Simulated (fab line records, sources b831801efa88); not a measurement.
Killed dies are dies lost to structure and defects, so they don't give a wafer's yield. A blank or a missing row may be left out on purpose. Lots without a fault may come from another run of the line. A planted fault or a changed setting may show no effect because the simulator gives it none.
fab line records | flow sfq_line
record lots=6 wafers=17 last_day=92
route steps=325 shown M0@32 I0@43 M1@58
lots that met no fault: from a run of the same line without faults
start_h: hours from the record's first day to the start of the lot's first wafer shown | wait_h: hours since the lot's step before | " the same as in the row above | L1.1+2: a row that stands for several wafers | - no value, or no start given | * or withheld: withheld | < > ~ a bound
route shown NAME@n: a module of which the file shows steps, and the number in the route of the first | usual: mean/standard deviation of fault-free wafers | same: alike in all rows | chamber/n: place in a boat | sites: the reading at each site | _std_site: their standard deviation | _edge_site: outer sites' mean less inner sites' | radius_mm: how far each site lies from the wafer's centre | mask NAME#n: copy n | behind: the tool/chamber that last shaped the wafer | hold: why the lot was held/for how many hours/how that ended | device: the transistor (n, p or np) that didn't switch | end of line: the same wafers' tests at the end of the route | a step without rows: its recipe alone | killed: dies lost to structure and defects at the first sort, not the wafer's yield | map: a wafer's dies, x killed, . not, _ none there
set.NAME: the setting as run; set.NAME@STEP: as run at that earlier step | model.NAME: the simulator's own value behind a step, which no gauge read
lots at some steps of the route; a table a step, a row a wafer
services: from which hour (start_h, from the record's first day; less than 0 if before it) a tool's chamber was out of use, for how many hours, and why
## steps
# step SFQ_TRILAYER_M0_LITHO_COAT_026
# recipe resist=BARC spin_rpm=3000 resist_thk_nm=62
# step SFQ_TRILAYER_M0_LITHO_COAT_021
# recipe resist=KrF spin_rpm=3000 resist_thk_nm=600
# step SFQ_TRILAYER_M0_LITHO_SOFTBAKE_025
# recipe temp_c=withheld time_s=withheld resist=KrF
# step SFQ_TRILAYER_M0_LITHO_EXPOSE_022
# recipe mask_id=M0 na=0.6 source_shape=conventional sigma_outer=0.65 target_cd_nm=500 dose_mj=14.4
# step SFQ_TRILAYER_M0_LITHO_PEB_024
# recipe peb_temp_c=115 peb_time_s=60 resist=KrF
# step SFQ_TRILAYER_M0_LITHO_DEVELOP_023
# recipe time_s=60 resist=KrF
# step SFQ_M0_OVL_MEAS_906
# usual M0_OVL=-1/5.3
# columns lot.wafer tool chamber start_h wait_h M0_OVL[nm]
L330.1 overlay-01 - 139.71 0.1 -2
L330.2 " - " " -1
L330.5 " - " " -1
L335.1 overlay-02 - 156.51 0.1 4
L335.3 " - " " 6
L335.4 " - " " 8
L342.3 overlay-02 - 208.42 0.1 0
L342.4 " - " " 3
L342.6 " - " " 5
L344.2 overlay-02 - 216.81 0.1 -3
L344.3 " - " " 2
L345.2 overlay-01 - 221.61 0.1 3
L345.4 " - " " 2
L345.5 " - " " 0
L349.1 overlay-02 - 244.41 0.1 -3
L349.2 " - " " -3
L349.6 " - " " -4
# step SFQ_TRILAYER_M0_BARC_OPEN_METAL_ETCH_031
# recipe mask_material=PR chemistry=O2 target_depth_nm=125 target=BARC icp_w=600 bias_w=80 pressure_mtorr=10 time_s=41.7
# step SFQ_TRILAYER_M0_ETCH_METAL_ETCH_024
# recipe target=Nb stop_on=SiO2 mask_material=PR chemistry=Cl2/Ar target_depth_nm=240 icp_w=600 bias_w=80 pressure_mtorr=10 time_s=120
# usual drypump_motor_current_A=5.89/0.28 oes_product_au=0.892/0.0068
# columns lot.wafer tool chamber start_h wait_h drypump_motor_current_A oes_product_au rf_hours_counter_h
L330.1 rie_metal-04 1 139.81 0.0 6.19 0.897 132
L330.2 " 0 " " 5.78 0.889 166
L330.5 " 0 " " 5.77 0.889 -
L335.1 rie_metal-02 0 156.61 0.0 5.49 0.888 107
L335.3 " 1 " " 6.27 0.892 -
L335.4 " 0 " " 5.47 0.901 -
L342.3 rie_metal-03 1 208.54 0.1 5.76 0.893 -
L342.4 " 0 " " 5.92 0.890 -
L342.6 " 0 " " 5.91 0.894 -
L344.2 rie_metal-02 0 216.90 0.0 5.49 0.895 118
L344.3 " 1 " " 6.30 0.902 -
L345.2 rie_metal-03 1 221.70 0.0 5.70 0.891 158
L345.4 " 0 " " 5.91 0.893 -
L345.5 " 1 " " 5.70 0.886 -
L349.1 rie_metal-03 1 244.50 0.0 5.77 0.896 162
L349.2 " 0 " " 5.92 0.891 18
L349.6 " 1 " " 5.75 0.903 -
# step SFQ_TRILAYER_M0_STRIP_STRIP_025
# recipe gas=O2 power_w=200 platen_temp_c=40 overash_fraction=0.65 chemistry=O2 pressure_mtorr=50
# usual drypump_motor_current_A=5.90/0.28 oes_product_au=0.996/0.0082
# columns lot.wafer tool chamber start_h wait_h drypump_motor_current_A oes_product_au rf_hours_counter_h
L330.1 rie_metal-04 1 139.93 0.1 6.21 0.991 132
L330.2 " 0 " " 5.77 1.008 166
L330.5 " 0 " " 5.78 0.994 -
L335.1 rie_metal-02 0 156.73 0.1 5.46 0.979 107
L335.3 " 1 " " 6.30 0.999 -
L335.4 " 0 " " 5.46 0.976 -
L342.3 rie_metal-03 1 208.83 0.2 5.75 0.994 -
L342.4 " 0 " " 5.90 0.992 -
L342.6 " 0 " " 5.91 0.990 -
L344.2 rie_metal-02 0 217.03 0.1 5.48 0.992 118
L344.3 " 1 " " 6.30 1.009 -
L345.2 rie_metal-03 1 221.83 0.1 5.73 0.997 158
L345.4 " 0 " " 5.93 1.001 -
L345.5 " 1 " " 5.73 1.004 -
L349.1 rie_metal-03 1 244.63 0.1 5.75 0.989 162
L349.2 " 0 " " 5.92 0.984 18
L349.6 " 1 " " 5.75 0.979 -
# step SFQ_TRILAYER_M0_STRIP_SOLV_CLEAN_026
# recipe chemistry=NMP temp_c=70 time_s=600
# step SFQ_TRILAYER_I0_DEP_PECVD_027
# recipe material=SiO2 temp_c=150 time_s=111.11 pressure_torr=2.4 rf_w=183.3 precursor=SiH4/N2O target_thk_nm=500
# usual heater_power_w=96/17 susceptor_temp_C=150.01/0.15 throttle_valve_pct=23.8/1.3
# columns lot.wafer tool chamber start_h wait_h heater_power_w susceptor_temp_C throttle_valve_pct
L330.1 pecvd-01 1 140.71 0.0 123 150.03 22.6
L330.2 " 0 " " 82 149.98 22.2
L330.5 " 1 " " 127 150.03 22.7
L335.1 pecvd-03 1 157.51 0.0 59 150.21 25.9
L335.3 " 0 " " 79 150.03 24.8
L335.4 " 0 " " 81 150.04 25.0
L342.3 pecvd-03 2 209.40 0.0 95 149.74 22.9
L342.4 " 0 " " 84 149.91 24.1
L342.6 " 1 " " 78 149.74 22.0
L344.2 pecvd-01 0 217.80 0.0 84 150.13 22.2
L344.3 " 2 " " 90 149.88 23.4
L345.2 pecvd-02 1 222.60 0.0 105 150.04 26.4
L345.4 " 1 " " 115 149.82 26.4
L345.5 " 2 " " 78 150.05 24.2
L349.1 pecvd-03 1 245.40 0.0 76 149.91 22.2
L349.2 " 0 " " 81 150.01 24.4
L349.6 " 2 " " 93 149.95 23.0
# step SFQ_TRILAYER_I0_CMP_CMP_028
# recipe material=SiO2 down_force_psi=3 platen_rpm=60 pad_velocity_m_s=0.94248
# usual motor_current_A=10.1/1 retaining_ring_pressure_frac=0.999/0.0048 time_to_endpoint_s=216/7.3
# columns lot.wafer tool chamber start_h wait_h motor_current_A retaining_ring_pressure_frac time_to_endpoint_s model.SiO2_of_TRILAYER_I0_DEP_PECVD_027.thk_nm
L330.1 cmp-02 1 147.99 7.2 9.7 0.991 208 199.7
L330.2 " 3 148.99 8.2 11.5 0.994 210 198.5
L330.5 " 2 150.49 9.7 8.1 1.005 215 201.2
L335.1 cmp-01 3 170.16 12.6 10.3 1.005 217 199.4
L335.4 " 0 " " 9.4 0.993 224 198.5
L335.3 " 2 171.66 14.1 10.1 1.001 214 198.8
L342.4 cmp-02 1 220.32 10.8 9.6 0.996 210 198.7
L342.3 " 2 " " 7.9 0.999 206 199.5
L342.6 " 3 " " 11.4 1.001 198 198.8
L344.3 cmp-01 2 228.16 10.3 9.9 0.996 200 216
L344.2 " 3 " " 10.2 0.999 218 201.1
L345.4 cmp-01 1 230.16 7.5 11.0 1.006 231 201.2
L345.2 " 2 " " 10.2 1.002 221 199.8
L345.5 " 1 232.16 9.5 11.9 0.996 215 216.9
L349.1 cmp-02 3 253.32 7.9 11.4 0.995 203 198.3
L349.2 " 1 254.32 8.9 10.2 0.994 208 200.6
L349.6 " 3 255.32 9.8 11.5 0.998 212 199
# step SFQ_I0_BOW_MEAS_907
# recipe mode=bow
# usual I0_BOW=1/6.6
# columns lot.wafer tool chamber start_h wait_h I0_BOW[um]
L330.1 film_metro-02 - 150.99 2.5 3
L330.2 " - " " 6
L330.5 " - " " 7
L335.1 film_metro-02 - 173.16 2.5 7
L335.3 " - " " 1
L335.4 " - " " 2
L342.3 film_metro-03 - 222.36 1.0 -3
L342.4 " - " " 6
L342.6 " - " " 4
L344.2 film_metro-02 - 230.18 1.0 4
L344.3 " - " " 1
L345.2 film_metro-04 - 233.18 2.0 16
L345.4 " - " " 1
L345.5 " - " " 3
L349.1 film_metro-04 - 256.32 2.5 -5
L349.2 " - " " 5
L349.6 " - " " 2
# step SFQ_TRILAYER_I0_METRO_MEASURE_029
# usual thk_nm=200.0/0.99
# columns lot.wafer tool chamber start_h wait_h thk_nm
L330.1 film_metro-02 - 151.11 0.1 199.5
L330.2 " - " " 198.5
L330.5 " - " " 201.4
L335.1 film_metro-02 - 173.28 0.1 199.5
L335.3 " - " " 198.8
L335.4 " - " " 198.6
L342.3 film_metro-03 - 222.84 0.5 199.6
L342.4 " - " " 198.7
L342.6 " - " " 199.0
L344.2 film_metro-02 - 230.48 0.3 201.1
L344.3 " - " " 216.1
L345.2 film_metro-04 - 233.48 0.3 199.7
L345.4 " - " " 201.1
L345.5 " - " " 216.9
L349.1 film_metro-04 - 256.44 0.1 198.1
L349.2 " - " " 200.7
L349.6 " - " " 199.0
# step SFQ_TRILAYER_I0_VIA_LITHO_COAT_036
# recipe resist=BARC spin_rpm=3000 resist_thk_nm=62
# step SFQ_TRILAYER_I0_VIA_LITHO_COAT_031
# recipe resist=KrF spin_rpm=3000 resist_thk_nm=650
# step SFQ_TRILAYER_I0_VIA_LITHO_SOFTBAKE_035
# recipe temp_c=withheld time_s=withheld resist=KrF
# step SFQ_TRILAYER_I0_VIA_LITHO_EXPOSE_032
# recipe mask_id=I0 na=0.6 source_shape=conventional sigma_outer=0.65 target_cd_nm=500 dose_mj=21.3
# step SFQ_TRILAYER_I0_VIA_LITHO_PEB_034
# recipe peb_temp_c=115 peb_time_s=60 resist=KrF
# step SFQ_TRILAYER_I0_VIA_LITHO_DEVELOP_033
# recipe time_s=60 resist=KrF
# step SFQ_I0_OVL_MEAS_908
# usual I0_OVL=-2/4.8
# columns lot.wafer tool chamber start_h wait_h I0_OVL[nm]
L330.1 overlay-01 - 224.03 0.1 -3
L330.2 " - " " 0
L330.5 " - " " 3
L335.1 overlay-01 - 249.69 0.1 1
L335.3 " - " " 10
L335.4 " - " " 1
L342.3 overlay-02 - 304.55 0.1 4
L342.4 " - " " 2
L342.6 " - " " 1
L344.2 overlay-01 - 316.44 0.1 -5
L344.3 " - " " -11
L345.2 overlay-01 - 320.04 0.1 -3
L345.4 " - " " -3
L345.5 " - " " -8
L349.1 overlay-02 - 346.54 0.1 0
L349.2 " - " " -6
L349.6 " - " " 1
# step SFQ_TRILAYER_I0_VIA_BARC_OPEN_VIA_ETCH_046
# recipe mask_material=PR chemistry=O2 target_depth_nm=125 target=BARC source_w=500 bias_w=80 pressure_mtorr=30 time_s=41.7
# usual drypump_motor_current_A=5.9/0.43 oes_product_au=0.685/0.0052
# columns lot.wafer tool chamber start_h wait_h drypump_motor_current_A oes_product_au rf_hours_counter_h
L330.1 rie_diel-01 0 224.07 0.0 5.6 0.683 114
L330.2 " 1 " " 5.3 0.686 104
L330.5 " 3 " " 6.7 0.684 -
L335.1 rie_diel-01 2 249.72 0.0 5.9 0.688 76
L335.3 " 3 " " 6.7 0.689 92
L335.4 " 1 " " 5.3 0.684 104
L342.3 rie_diel-01 1 304.57 0.0 5.3 0.688 106
L342.4 " 2 " " 5.9 0.682 77
L342.6 " 3 " " 6.7 0.681 -
L344.2 rie_diel-02 3 316.47 0.0 5.6 0.678 4
L344.3 " 1 " " 5.6 0.671 13
L345.2 rie_diel-01 2 320.07 0.0 5.9 0.682 77
L345.4 " 0 " " 5.6 0.689 117
L345.5 " 2 " " 5.9 0.686 -
L349.1 rie_diel-01 2 346.57 0.0 5.9 0.683 78
L349.2 " 0 " " 5.6 0.691 117
L349.6 " 2 " " 5.9 0.683 -
# step SFQ_TRILAYER_I0_VIA_ETCH_VIA_ETCH_034
# recipe target=SiO2 stop_on=Nb mask_material=PR taper_deg=20 chemistry=CHF3 target_depth_nm=260 source_w=500 bias_w=80 pressure_mtorr=30 time_s=withheld
# usual drypump_motor_current_A=5.9/0.43 oes_product_au=0.855/0.0051
# columns lot.wafer tool chamber start_h wait_h drypump_motor_current_A oes_product_au model.etch.depth_nm model.I0.feature_depth_nm
L330.1 rie_diel-01 0 224.11 0.0 5.6 0.849 199.7 199.7
L330.2 " 1 " " 5.4 0.854 198.5 198.5
L330.5 " 3 " " 6.7 0.864 201.2 201.2
L335.1 rie_diel-01 2 249.76 0.0 5.9 0.856 199.4 199.4
L335.3 " 3 " " 6.7 0.846 198.8 198.8
L335.4 " 1 " " 5.4 0.854 198.5 198.5
L342.3 rie_diel-01 1 304.61 0.0 5.4 0.854 199.5 199.5
L342.4 " 2 " " 5.9 0.858 198.7 198.7
L342.6 " 3 " " 6.6 0.844 198.8 198.8
L344.2 rie_diel-02 3 316.51 0.0 5.6 0.853 201.1 201.1
L344.3 " 1 " " 5.6 0.886 216 216
L345.2 rie_diel-01 2 320.11 0.0 5.9 0.850 199.8 199.8
L345.4 " 0 " " 5.6 0.858 201.2 201.2
L345.5 " 2 " " 5.9 0.897 216.9 216.9
L349.1 rie_diel-01 2 346.61 0.0 5.9 0.845 198.3 198.3
L349.2 " 0 " " 5.6 0.858 200.6 200.6
L349.6 " 2 " " 5.9 0.855 199 199
# step SFQ_TRILAYER_I0_VIA_STRIP_STRIP_035
# recipe gas=O2 power_w=200 platen_temp_c=40 overash_fraction=0.65 chemistry=O2 pressure_mtorr=50
# usual drypump_motor_current_A=5.81/0.25 oes_product_au=0.999/0.0084
# columns lot.wafer tool chamber start_h wait_h drypump_motor_current_A oes_product_au rf_hours_counter_h
L330.1 rie_metal-03 1 224.22 - 5.78 0.993 159
L330.2 " 0 " " 5.89 0.998 14
L330.5 " 1 " " 5.78 0.988 -
L335.1 rie_metal-01 1 249.88 - 5.46 1.003 10
L335.3 " 1 " " 5.44 0.998 -
L335.4 " 0 " " 5.53 0.992 -
L342.3 rie_metal-01 0 305.12 - 5.52 1.005 -
L342.4 " 0 " " 5.53 1.003 -
L342.6 " 0 " " 5.50 1.011 -
L344.2 rie_metal-01 0 316.63 - 5.52 1.001 50
L344.3 " 0 " " 5.52 0.995 -
L345.2 rie_metal-04 1 320.23 - 6.21 1.003 173
L345.4 " 0 " " 5.76 1.015 -
L345.5 " 0 " " 5.77 1.008 -
L349.1 rie_metal-01 1 346.73 - 5.45 1.003 26
L349.2 " 0 " " 5.51 1.001 55
L349.6 " 0 " " 5.53 1.002 -
# step SFQ_TRILAYER_I0_VIA_STRIP_SOLV_CLEAN_036
# recipe chemistry=NMP temp_c=70 time_s=600
# step SFQ_TRILAYER_M1_DEP_PRE_CLEAN_038
# recipe gas=Ar time_s=22.5 bias_v=250
# columns lot.wafer tool chamber start_h wait_h model.SiO2_of_TRILAYER_I0_DEP_PECVD_027.thk_nm
L330.1 pvd_sputter-04 - 225.01 0.0 192.2
L330.2 " - " " 191
L330.5 " - " " 193.7
L335.1 pvd_sputter-04 - 250.65 0.0 191.9
L335.3 " - " " 191.3
L335.4 " - " " 191
L342.3 pvd_sputter-03 - 306.11 0.0 192
L342.4 " - " " 191.2
L342.6 " - " " 191.3
L344.2 pvd_sputter-05 - 317.40 0.0 193.6
L344.3 " - " " 208.5
L345.2 pvd_sputter-05 - 321.00 0.0 192.3
L345.4 " - " " 193.7
L345.5 " - " " 209.4
L349.1 pvd_sputter-04 - 347.50 0.0 190.8
L349.2 " - " " 193.1
L349.6 " - " " 191.5
# step SFQ_TRILAYER_M1_DEP_SPUTTER_037
# recipe material=Nb base_pressure_pa=1.33e-06 chamber_pressure_pa=0.1333 substrate_temp_c=20 resputter_cathode_voltage_v=400 target_thk_nm=200 power_w=2000 time_s=133.3
## services
# columns tool chamber start_h hours kind
rie_metal-04 0 128.13 6.3 repair
pecvd-03 0 133.51 6.2 repair
rie_metal-04 - 139.01 0.4 repair
cmp-02 - 169.47 16.9 pm
rie_metal-01 - 170.67 14.6 pm
rie_metal-02 - 176.28 0.6 repair
pvd_sputter-04 - 181.41 12.3 repair
pecvd-03 - 194.25 14.0 pm
rie_diel-01 3 204.68 4.6 repair
rie_metal-01 - 207.77 0.4 repair
cmp-02 - 234.32 4.0 pm
pecvd-03 - 253.19 0.3 repair
cmp-02 - 266.38 0.2 repair
rie_metal-04 0 268.14 3.3 repair
cmp-02 - 283.32 4.8 pm
rie_diel-01 3 288.69 1.3 repair
cmp-02 - 289.57 1.4 repair
rie_metal-03 - 297.03 14.6 pm
rie_metal-01 1 298.77 9.6 repair
pvd_sputter-04 - 304.76 3.1 repair
pvd_sputter-04 - 315.67 7.1 repair
pvd_sputter-04 - 326.06 0.6 repair
cmp-02 - 331.72 1.0 repair
rie_metal-03 - 341.62 1.4 pm
## key
first_sign step=SFQ_TRILAYER_I0_METRO_MEASURE_029 reading=thk_nm direction=up sigmas=17 usual=200.0 struck=216.5
effect step=SFQ_TRILAYER_I0_VIA_ETCH_VIA_ETCH_034 reading=oes_product_au direction=up sigmas=7.2 usual=0.855 struck=0.892
model_effect step=SFQ_TRILAYER_I0_CMP_CMP_028 value=SiO2_of_TRILAYER_I0_DEP_PECVD_027.thk_nm without=201.4 struck=216.4
model_effect step=SFQ_TRILAYER_I0_VIA_ETCH_VIA_ETCH_034 value=etch.depth_nm without=201.4 struck=216.4
model_effect step=SFQ_TRILAYER_M1_DEP_PRE_CLEAN_038 value=SiO2_of_TRILAYER_I0_DEP_PECVD_027.thk_nm without=193.9 struck=208.9
met_at SFQ_TRILAYER_I0_CMP_CMP_028
struck_wafers L344.3,L345.5
onset_between 170.16 228.16
fault kind=process_parameter_drift tool=cmp-01 chamber=- onset_h=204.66 steps=SFQ_TRILAYER_I0_CMP_CMP_028 channel=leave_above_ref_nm offset=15 shape=step end_h=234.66 scope=struck_wafers_only acts_in=these_recipes_only stated=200
